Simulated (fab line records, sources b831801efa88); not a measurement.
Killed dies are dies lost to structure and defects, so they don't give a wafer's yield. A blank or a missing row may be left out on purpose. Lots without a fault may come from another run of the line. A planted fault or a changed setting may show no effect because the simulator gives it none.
fab line records | flow gf180mcu
record lots=15 wafers=45 last_day=34
route steps=602 shown V3@443 M4@459
lots that met no fault: from a run of the same line without faults
start_h: hours from the record's first day to the start of the lot's first wafer shown | wait_h: hours since the lot's step before | " the same as in the row above | L1.1+2: a row that stands for several wafers | - no value, or no start given | * or withheld: withheld | < > ~ a bound
route shown NAME@n: a module of which the file shows steps, and the number in the route of the first | usual: mean/standard deviation of fault-free wafers | same: alike in all rows | chamber/n: place in a boat | sites: the reading at each site | _std_site: their standard deviation | _edge_site: outer sites' mean less inner sites' | radius_mm: how far each site lies from the wafer's centre | mask NAME#n: copy n | behind: the tool/chamber that last shaped the wafer | hold: why the lot was held/for how many hours/how that ended | device: the transistor (n, p or np) that didn't switch | end of line: the same wafers' tests at the end of the route | a step without rows: its recipe alone | killed: dies lost to structure and defects at the first sort, not the wafer's yield | map: a wafer's dies, x killed, . not, _ none there
set.NAME: the setting as run; set.NAME@STEP: as run at that earlier step | model.NAME: the simulator's own value behind a step, which no gauge read
steps of the route over a sample of lots; a table a step, a row a wafer
services: from which hour (start_h, from the record's first day; less than 0 if before it) a tool's chamber was out of use, for how many hours, and why
## steps
# step GF_V3_CD_MEAS_14
# recipe target_cd_nm=260
# usual cd_nm=259.8/1.2
# columns lot.wafer tool chamber start_h wait_h cd_nm
L666.2 cd_sem-01 - 522.12 0.1 259.3
L666.3 " - " " 259.1
L666.6 " - " " 259.0
L667.2 cd_sem-01 - 536.75 0.1 261.4
L667.4 " - " " 261.2
L667.5 " - " " 261.9
L669.4 cd_sem-01 - 555.11 0.1 260.7
L669.5 " - " " 260.5
L669.6 " - " " 259.5
L670.2 cd_sem-02 - 565.02 0.1 261.9
L670.5 " - " " 260.8
L670.6 " - " " 261.1
L671.3 cd_sem-01 - 573.52 0.1 259.2
L671.4 " - " " 259.6
L671.6 " - " " 259.2
L673.1 cd_sem-01 - 582.10 0.1 258.5
L673.3 " - " " 258.0
L673.4 " - " " 258.9
L674.3 cd_sem-02 - 595.34 0.1 258.6
L674.4 " - " " 257.5
L674.5 " - " " 258.3
L675.3 cd_sem-01 - 600.59 0.1 260.8
L675.4 " - " " 260.3
L675.6 " - " " 261.2
L680.3 cd_sem-02 - 636.14 0.1 260.4
L680.4 " - " " 259.4
L680.5 " - " " 259.6
L683.2 cd_sem-01 - 656.77 0.3 260.4
L683.3 " - " " 260.3
L683.4 " - " " 260.3
L684.2 cd_sem-02 - 663.82 0.1 260.3
L684.3 " - " " 259.5
L684.5 " - " " 259.9
L685.4 cd_sem-01 - 673.36 0.1 259.2
L685.5 " - " " 260.9
L685.6 " - " " 259.7
L686.1 cd_sem-02 - 676.30 0.1 261.0
L686.3 " - " " 262.3
L686.4 " - " " 262.1
L687.1 cd_sem-01 - 679.38 0.1 257.7
L687.3 " - " " 256.9
L687.6 " - " " 257.9
L688.3 cd_sem-02 - 689.54 0.1 261.4
L688.4 " - " " 262.4
L688.5 " - " " 261.8
# step GF_V3_SPUTTER_21
# recipe material=Ti target_thk_nm=15 chamber_pressure_pa=5 power_w=2500 substrate_temp_c=200 time_s=80.02
# usual throttle_valve_pct=30.1/0.85
# same time_s=80.02
# columns lot.wafer tool chamber start_h wait_h throttle_valve_pct
L666.2 pvd_sputter-03 - 522.92 0.0 30.6
L666.3 " - " " 28.4
L666.6 " - " " 28.6
L667.2 pvd_sputter-04 - 537.59 0.0 29.7
L667.4 " - " " 28.9
L667.5 " - " " 30.9
L669.4 pvd_sputter-03 - 555.86 0.0 30.3
L669.5 " - " " 30.1
L669.6 " - " " 30.4
L670.2 pvd_sputter-02 - 565.81 0.0 30.9
L670.5 " - " " 30.8
L670.6 " - " " 30.4
L671.3 pvd_sputter-03 - 574.30 0.0 30.0
L671.4 " - " " 30.4
L671.6 " - " " 30.5
L673.1 pvd_sputter-02 - 582.93 0.0 30.6
L673.3 " - " " 30.8
L673.4 " - " " 31.0
L674.3 pvd_sputter-02 - 596.13 0.0 30.8
L674.4 " - " " 30.9
L674.5 " - " " 30.6
L675.3 pvd_sputter-02 - 601.37 0.0 31.0
L675.4 " - " " 30.9
L675.6 " - " " 30.4
L680.3 pvd_sputter-02 - 636.97 0.0 31.3
L680.4 " - " " 30.6
L680.5 " - " " 31.0
L683.2 pvd_sputter-02 - 657.57 0.0 30.4
L683.3 " - " " 30.8
L683.4 " - " " 31.1
L684.2 pvd_sputter-04 - 664.65 0.0 28.6
L684.3 " - " " 29.7
L684.5 " - " " 29.9
L685.4 pvd_sputter-04 - 674.16 0.0 29.9
L685.5 " - " " 30.0
L685.6 " - " " 28.6
L686.1 pvd_sputter-02 - 677.15 0.0 30.7
L686.3 " - " " 30.8
L686.4 " - " " 30.4
L687.1 pvd_sputter-04 - 680.20 0.0 29.5
L687.3 " - " " 30.2
L687.6 " - " " 28.8
L688.3 pvd_sputter-03 - 690.32 0.0 30.1
L688.4 " - " " 28.4
L688.5 " - " " 29.5
# step GF_V3_CMP_26
# recipe stop_on=SiO2 down_force_psi=3.5 platen_rpm=60 t_overpolish_s=15 target_thk_nm=0 pad_velocity_m_s=0.94248
# usual edge_zone_pressure_frac=1.000/0.0043 head_pressure_psi=3.500/0.0079 motor_current_A=11.0/0.81 overpolish_run_s=14.999/0.0091 slurry_flow_ml_min=150.0/0.49 time_to_endpoint_s=87/5
# columns lot.wafer tool chamber start_h wait_h edge_zone_pressure_frac head_pressure_psi motor_current_A overpolish_run_s slurry_flow_ml_min time_to_endpoint_s
L666.2 cmp-02 0 523.41 0.1 0.996 3.509 11.3 15.018 150.4 91
L666.3 " 1 " " 0.999 3.498 11.6 14.999 149.7 91
L666.6 " 3 " " 1.000 3.497 12.6 15.010 151.4 86
L667.2 cmp-02 1 538.03 0.1 0.996 3.484 12.1 15.001 150.7 88
L667.4 " 3 " " 0.997 3.507 11.1 14.997 150.3 86
L667.5 " 1 " " 0.990 3.488 11.6 15.000 150.2 86
L669.4 cmp-01 0 556.31 0.1 1.001 3.510 9.7 15.003 150.0 84
L669.6 " 3 " " 0.997 3.502 9.7 14.982 150.2 72
L669.5 " 0 " " 1.001 3.501 10.0 14.994 150.1 84
L670.2 cmp-02 2 566.31 0.1 0.992 3.512 10.1 15.000 149.6 91
L670.6 " 0 " " 0.993 3.481 11.0 15.000 149.2 89
L670.5 " 1 " " 0.992 3.495 11.7 15.003 150.7 90
L671.3 cmp-01 2 575.03 0.4 0.997 3.504 10.8 14.982 150.1 83
L671.4 " 3 " " 0.999 3.492 10.0 15.011 149.8 72
L671.6 " 1 " " 0.998 3.517 11.7 14.989 149.9 85
L673.3 cmp-02 0 583.32 0.0 0.993 3.501 11.0 15.009 150.2 86
L673.1 " 2 " " 0.995 3.504 10.1 14.992 149.9 91
L673.4 " 3 " " 1.000 3.501 12.0 15.013 150.1 79
L674.3 cmp-02 1 596.52 0.0 0.995 3.507 11.7 15.011 149.3 90
L674.4 " 0 " " 1.004 3.495 11.7 14.989 150.3 85
L674.5 " 2 " " 1.005 3.500 10.3 14.986 150.7 92
L675.3 cmp-02 0 601.76 0.0 0.997 3.505 11.8 15.002 150.2 91
L675.4 " 3 " " 0.999 3.489 11.2 15.002 150.4 86
L675.6 " 0 " " 0.996 3.494 11.8 15.017 149.8 87
L680.3 cmp-02 3 637.46 0.1 0.999 3.493 12.3 14.997 150.0 88
L680.4 " 0 " " 1.008 3.508 11.7 15.000 150.8 89
L680.5 " 1 " " 0.998 3.504 11.9 15.002 149.5 88
L683.3 cmp-02 2 657.96 0.0 - - - - - -
L683.2 " 0 " " - - - - - -
L683.4 " 1 " " - - - - - -
L684.2 cmp-01 2 665.04 0.0 - - - - - -
L684.3 " 0 " " - - - - - -
L684.5 " 2 " " - - - - - -
L685.4 cmp-01 2 674.60 0.1 - - - - - -
L685.6 " 1 " " - - - - - -
L685.5 " 2 " " - - - - - -
L686.1 cmp-02 1 677.54 0.1 1.000 3.505 11.2 15.004 149.2 90
L686.4 " 3 " " 1.003 3.509 12.1 14.996 149.9 85
L686.3 " 0 " " 1.006 3.500 11.5 15.003 149.5 86
L687.1 cmp-02 1 680.59 0.1 1.001 3.505 11.5 15.009 149.5 90
L687.3 " 0 " " 1.003 3.487 11.9 15.004 149.8 92
L687.6 " 2 " " 0.999 3.495 9.9 14.995 149.5 95
L688.3 cmp-02 2 690.85 0.2 1.003 3.498 10.0 14.999 150.3 91
L688.4 " 3 " " 1.004 3.513 12.1 15.006 149.4 86
L688.5 " 0 " " 1.009 3.493 11.1 14.999 150.1 88
# step GF_M4_SPUTTER_03
# recipe material=Ti target_thk_nm=10 substrate_temp_c=300 chamber_pressure_pa=0.3 power_w=3000 time_s=6.7
# usual throttle_valve_pct=29.9/0.94
# same time_s=6.7
# columns lot.wafer tool chamber start_h wait_h throttle_valve_pct
L666.2 pvd_sputter-01 - 523.77 0.0 29.2
L666.3 " - " " 31.7
L666.6 " - " " 29.3
L667.2 pvd_sputter-01 - 538.44 0.0 29.7
L667.4 " - " " 30.0
L667.5 " - " " 31.1
L669.4 pvd_sputter-04 - 556.72 0.0 28.7
L669.5 " - " " 31.2
L669.6 " - " " 29.4
L670.2 pvd_sputter-04 - 566.67 0.0 31.0
L670.5 " - " " 29.7
L670.6 " - " " 28.9
L671.3 pvd_sputter-01 - 575.39 0.0 31.2
L671.4 " - " " 29.9
L671.6 " - " " 31.1
L673.1 pvd_sputter-03 - 583.78 0.0 30.3
L673.3 " - " " 29.7
L673.4 " - " " 28.5
L674.3 pvd_sputter-03 - 596.98 0.0 28.1
L674.4 " - " " 29.0
L674.5 " - " " 30.2
L675.3 pvd_sputter-03 - 602.23 0.0 29.3
L675.4 " - " " 30.3
L675.6 " - " " 30.2
L680.3 pvd_sputter-01 - 637.82 0.0 31.7
L680.4 " - " " 31.5
L680.5 " - " " 30.2
L686.1 pvd_sputter-04 - 678.00 0.0 29.9
L686.3 " - " " 31.1
L686.4 " - " " 29.6
L687.1 pvd_sputter-03 - 681.05 0.0 30.3
L687.3 " - " " 29.2
L687.6 " - " " 29.8
L688.3 pvd_sputter-04 - 691.21 0.0 31.2
L688.4 " - " " 29.7
L688.5 " - " " 29.7
## services
# columns tool chamber start_h hours kind
pvd_sputter-03 - 500.86 0.6 repair
cmp-02 - 515.05 6.5 pm
pvd_sputter-03 - 532.68 7.4 repair
cmp-01 - 565.87 0.8 repair
cmp-02 - 568.52 2.3 repair
cmp-02 - 572.09 4.0 pm
cmp-02 - 576.09 - consumable_replace:conditioner
cmp-02 - 576.09 - consumable_replace:pad
cmp-01 - 580.87 0.7 repair
pvd_sputter-01 - 584.54 2.1 repair
cmp-01 - 626.56 3.6 repair
cmp-01 - 628.53 0.7 repair
cmp-01 - 643.30 1.0 repair
pvd_sputter-03 - 671.58 1.7 repair
cmp-01 - 672.51 1.8 repair
cmp-01 - 678.16 5.5 pm
cmp-01 - 689.41 6.3 pm
## key
first_sign step=GF_V3_CMP_26 reading=tool_record direction=missing
effect none on later readings
met_at GF_V3_CMP_26
struck_lots L683,L684,L685
later_rows_left_out L683.2,L683.3,L683.4,L684.2,L684.3,L684.5,L685.4,L685.5,L685.6
sort_left_out L683.2,L683.3,L683.4,L684.2,L684.3,L684.5,L685.4,L685.5,L685.6
not_acting_at GF_V3_CD_MEAS_14,GF_V3_SPUTTER_21,GF_M4_SPUTTER_03
onset_between 637.46 657.96
fault kind=skipped_step_whole tool=cmp-01,cmp-02 chamber=- onset_h=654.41 steps=GF_V3_CMP_26 scope=struck_lots_only
# sort_left_out: the simulated sort isn't trusted on such a fault, so these wafers' sort isn't shown, and their yield isn't known
# later_rows_left_out: the simulator's readings of these wafers behind a module that went badly wrong aren't trusted and aren't shown, but for the sort
